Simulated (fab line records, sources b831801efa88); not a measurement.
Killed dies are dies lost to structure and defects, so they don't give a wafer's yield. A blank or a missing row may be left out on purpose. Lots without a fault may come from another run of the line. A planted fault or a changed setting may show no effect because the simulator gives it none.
One fault seen from 2 desks | flow sky130 | each desk has only its own numbers; what lay behind them comes last

THE METROLOGY DESK
What the gauges read, lot by lot, whatever tool the lot ran on: means of the sampled wafers that have a number. A lot is out of limits, marked OUT, if its mean lies more than 4 standard deviations from the usual mean; the brackets give that distance.
Columns: A = METAL5_ALCU_RS at SKY_METAL5_RS_MEAS_05, usual 0.0271 ohm/sq
lot  | first seen here | A
L655 | day 42 13:51    | 0.0274
L656 | day 42 19:22    | 0.0272
L660 | day 44 07:22    | 0.0274
L663 | day 45 06:30    | 0.0272
L661 | day 45 06:59    | 0.0277
L670 | day 46 23:46    | 0.0269
L672 | day 47 08:16    | 0.0273
L673 | day 47 17:23    | 0.0268
L674 | day 47 22:35    | 0.0271
L676 | day 48 11:19    | 0.0275
L678 | day 48 12:44    | 0.0268
This desk's finding: nothing out of limits on any of the 11 lots.

THE TOOL OWNER'S DESK: litho_track-04
The tool's own readings at SKY_VIA4_COAT_06 (resist thk 1140 nm): means of the sampled wafers that have a number, for each lot that ran on this tool. A lot is out of limits, marked OUT, if its mean lies more than 4 standard deviations from the usual mean; the brackets give that distance.
Columns: A = spin_speed_rpm at SKY_VIA4_COAT_06, usual 3000.0 rpm
lot  | first seen here | A
L655 | day 42 00:47    | 2999.9
L656 | day 42 06:26    | 2998.0
L660 | day 43 18:50    | 3002.2
L670 | day 46 12:28    | 2551.3 (-99 or more) OUT
L672 | day 46 20:32    | 2550.5 (-99 or more) OUT
This desk's finding: out of limits on L670, L672; first on L670, day 46 12:28 (spin_speed_rpm at SKY_VIA4_COAT_06). In limits: L655, L656, L660.

PUT TOGETHER
The tool owner's desk could have raised an alarm at day 46 12:28, on L670, L672.
The metrology desk saw nothing out of limits.
The metrology desk has L670, L672 on record, within its limits.
Of the lots named, all ran SKY_VIA4_COAT_06 on litho_track-04.

WHAT THE SIMULATOR HAD PUT IN
Process parameter drift: litho_track-04, from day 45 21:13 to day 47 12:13, at SKY_VIA4_COAT_06. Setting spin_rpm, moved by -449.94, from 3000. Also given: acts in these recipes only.
Lots struck among those shown: L670, L672.
Hours from the fault's start to each desk's first reading out of limits: the tool owner's desk, 15.
